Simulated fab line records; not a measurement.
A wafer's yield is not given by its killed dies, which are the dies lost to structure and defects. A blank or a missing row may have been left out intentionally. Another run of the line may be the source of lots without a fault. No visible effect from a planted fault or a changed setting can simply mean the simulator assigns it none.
Comparing a struck lot with a sound one | flow gf180mcu | 15 out of 602 route steps
Sound: wafers L290.2, L290.4, L290.5. Struck: wafer L291.1. (L291.3 of the same lot was not struck and is left out.) The cause comes at the end.
Order at every step that has rows: each side's tool, ch and its chambers, its first start. Under that, the readings that differ: sound wafers | struck wafers | difference of the means | sigmas: that difference in standard deviations of wafers without a fault.
alike: same words and numbers on both sides, and readings whose means sit less than 2 such deviations apart. not compared: any withheld reading, any reading some wafer has no value for, any bound like >300 that may hide the same value, and any number with overlapping values for which the record gives no deviation.
Wherever a step has rows on one side only, a row that says differs or no value, or a row with sigmas, the two part there. Non-overlapping numbers with no deviation appear without sigmas and do not part them. Lack of a reading on every wafer of one side parts them only where that side has two or more wafers.

GF_MIM_STRIP_20: strips in O2/N2.
  sound on plasmaAsher-04 ch 0,1, day 27 17:42; struck on plasmaAsher-03 ch 1, day 28 00:11
reading          | sound       | struck | difference | sigmas
heaterPowerW (W) | 318 263 263 | 369    | +88        | +2
  alike: drypumpMotorCurrentA, oesProductAu, stripTimeToEndpointS
  not compared: rfHoursCounterH
then, 9 steps without rows for these wafers: GF_MIM_STRIP_21 (strips in post etch residue remover, time 1200 s); GF_MIM_CLEAN_22 (cleans in DIW); GF_M5_DEHYDRATE_00 (time 60 s); GF_M5_HMDS_01 (prime time 60 s); GF_M5_COAT_02 (resist thk 1000 nm); GF_M5_SOFTBAKE_03 (time 60 s); GF_M5_EXPOSE_04 (exposes mask Metal5, target cd 280 nm); GF_M5_PEB_05 (peb time 90 s); GF_M5_DEVELOP_06 (develop time 60 s).
GF_M5_CD_MEAS_07: the cd target is 280 nm.
  sound: cdSem-02 at day 28 14:06; struck: cdSem-02 at day 28 20:46
reading   | sound             | struck | difference | sigmas
cdNm (nm) | 281.6 281.7 282.2 | 278.4  | -3.4       | -3
GF_M5_OVL_MEAS_08:
  sound: overlay-02 at day 28 14:13; struck: overlay-01 at day 28 20:53
  alike: M5_OVL
GF_M5_ETCH_09: etches Si3N4 in CF4/O2, target depth 52 nm, time 11.6 s.
  sound on rieDiel-04 ch 0,1, day 28 14:14; struck on rieDiel-04 ch 3, day 28 20:56
reading                            | sound             | struck | difference | sigmas
model.etch.depthNm (nm)            | 50.69 50.75 50.77 | 38.65  | -12.09     | 
model.KrF_of_M5_COAT_02.thkNm (nm) | 955.6 956.5 953.4 | 959.7  | +4.5       | 
  alike: cf4FlowSccm, drypumpMotorCurrentA, oesProductAu, throttleValvePct
  not compared: biasW, rfHoursCounterH
GF_M5_METAL_ETCH_10: etches the open film in Cl2/BCl3, stops on SiO2, target depth 750.8 nm, time 125.1 s.
  sound on rieMetal-03 ch 0, day 28 14:16; struck on rieMetal-04 ch 0, day 28 20:57
reading                            | sound           | struck | difference | sigmas
model.KrF_of_M5_COAT_02.thkNm (nm) | 651.5 651.2 650 | 657.7  | +6.8       | 
  alike: biasW, drypumpMotorCurrentA, oesProductAu, throttleValvePct
  not compared: rfHoursCounterH
GF_M5_STRIP_11: strips in O2/N2.
  sound on plasmaAsher-01 ch 0,1, day 28 14:23; struck on plasmaAsher-03 ch 0, day 28 21:05
  alike: drypumpMotorCurrentA, heaterPowerW, oesProductAu, stripTimeToEndpointS
  not compared: rfHoursCounterH

## WHERE THEY PART
First at GF_MIM_STRIP_20; last, within this record, at GF_M5_CD_MEAS_07. Later steps at which nothing parts them and some readings are alike: GF_M5_OVL_MEAS_08, GF_M5_ETCH_09, GF_M5_METAL_ETCH_10, GF_M5_STRIP_11.

WHY: what had been put in by the simulator
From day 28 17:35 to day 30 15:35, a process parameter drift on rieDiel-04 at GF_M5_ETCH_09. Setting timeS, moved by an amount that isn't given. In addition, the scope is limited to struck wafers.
